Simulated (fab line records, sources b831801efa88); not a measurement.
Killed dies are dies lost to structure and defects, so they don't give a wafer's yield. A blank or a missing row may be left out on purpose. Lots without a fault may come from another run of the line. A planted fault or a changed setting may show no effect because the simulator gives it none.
A struck lot beside a sound one | flow sky130 | 19 steps out of a route of 708
Sound: wafers L662.3, L662.4, L662.6. Struck: wafer L668.2. (L668.3, L668.5 of the same lot were not struck and are left out.) The cause comes at the end.
At each step with rows: each side's tool, then ch and its chambers, then its first start. Under that, the readings that differ: sound wafers | struck wafers | difference of the means | sigmas: that difference in standard deviations of wafers without a fault.
alike: readings whose means differ by less than 2 such deviations, and words and numbers that are the same on both sides. not compared: withheld readings, readings that some wafer has no value for, bounds like >300 that may hide the same value, and numbers for which the record gives no deviation and whose values overlap.
The two part at a step that has a row with sigmas, a row that says differs or no value, or rows on one side only. Numbers that don't overlap but have no deviation are shown without sigmas and don't part them. A reading that every wafer of one side lacks parts them only if that side has two wafers or more.

first, 4 steps without rows for these wafers: SKY_METAL1_STRIP_21 (strips in post etch residue remover, time 1200 s); SKY_METAL1_CLEAN_22 (cleans in IPA, time 180 s); SKY_METAL1_CLEAN_23 (cleans in O3/DIW); SKY_VIA1_HDPCVD_00 (deposits SiO2, target thk 1030 nm, time 171.7 s).
SKY_VIA1_THK_MEAS_01:
  sound on film_metro-04, day 34 09:22; struck on film_metro-03, day 36 08:07
  alike: VIA1_HDPCVD_THK
SKY_VIA1_CMP_02: polishes SiO2.
  sound on cmp-01 ch 0,1,3, day 34 09:31; struck on cmp-01 ch 0, day 36 08:10
  alike: head_pressure_psi, motor_current_A, retaining_ring_pressure_frac
SKY_VIA1_BOW_MEAS_03:
  sound on film_metro-04, day 34 09:45; struck on film_metro-03, day 36 08:29
  alike: VIA1_BOW
then, 5 steps without rows for these wafers: SKY_VIA1_DEHYDRATE_04 (time 60 s); SKY_VIA1_HMDS_05 (prime time 60 s); SKY_VIA1_COAT_06 (resist thk 60 nm); SKY_VIA1_COAT_07 (resist thk 450 nm); SKY_VIA1_SOFTBAKE_08 (time 90 s).
SKY_VIA1_EXPOSE_09: exposes mask VIM, target cd 150 nm.
  sound on krf_scanner-02 ch 0, day 34 23:34; struck on krf_scanner-01 ch 0, day 36 21:55
  alike: mask
then, 2 steps without rows for these wafers: SKY_VIA1_PEB_10; SKY_VIA1_DEVELOP_11 (develop time 60 s).
SKY_VIA1_CD_MEAS_12: target cd 150 nm.
  sound on cd_sem-01, day 35 12:26; struck on cd_sem-01, day 37 10:37
  reading    | sound             | struck | difference | sigmas
  cd_nm (nm) | 150.3 148.5 150.0 | 125.2  | -24.4      | -14
SKY_VIA1_OVL_MEAS_13:
  sound on overlay-02, day 35 12:31; struck on overlay-02, day 37 10:44
  alike: VIA1_OVL
SKY_VIA1_ETCH_14: etches BARC in N2/H2, stops on SiO2, time 45.9 s, target depth 60 nm.
  sound on rie_diel-03 ch 0,2, day 35 12:33; struck on rie_diel-02 ch 2, day 37 10:46
  reading               | sound              | struck | difference | sigmas
  bias_w (W)            | 100.29 99.46 99.87 | 100.61 | +0.74      | +3
  model.VIA1.cd_nm (nm) | 150.3 148.6 150.2  | 124.8  | -24.9      |
  alike: drypump_motor_current_A, oes_product_au, throttle_valve_pct
  not compared: rf_hours_counter_h
SKY_VIA1_ETCH_15: etches SiO2 in C4F8/O2/Ar, stops on TiN, target depth 351 nm, time 54 s.
  sound on rie_diel-03 ch 0,2, day 35 12:35; struck on rie_diel-02 ch 2, day 37 10:48
  alike: bias_w, oes_product_au
  not compared: rf_hours_counter_h

WHERE THEY PART
First at SKY_VIA1_CD_MEAS_12; last, within this record, at SKY_VIA1_ETCH_14. Later steps at which nothing parts them and some readings are alike: SKY_VIA1_ETCH_15.

WHY: what the simulator had put in
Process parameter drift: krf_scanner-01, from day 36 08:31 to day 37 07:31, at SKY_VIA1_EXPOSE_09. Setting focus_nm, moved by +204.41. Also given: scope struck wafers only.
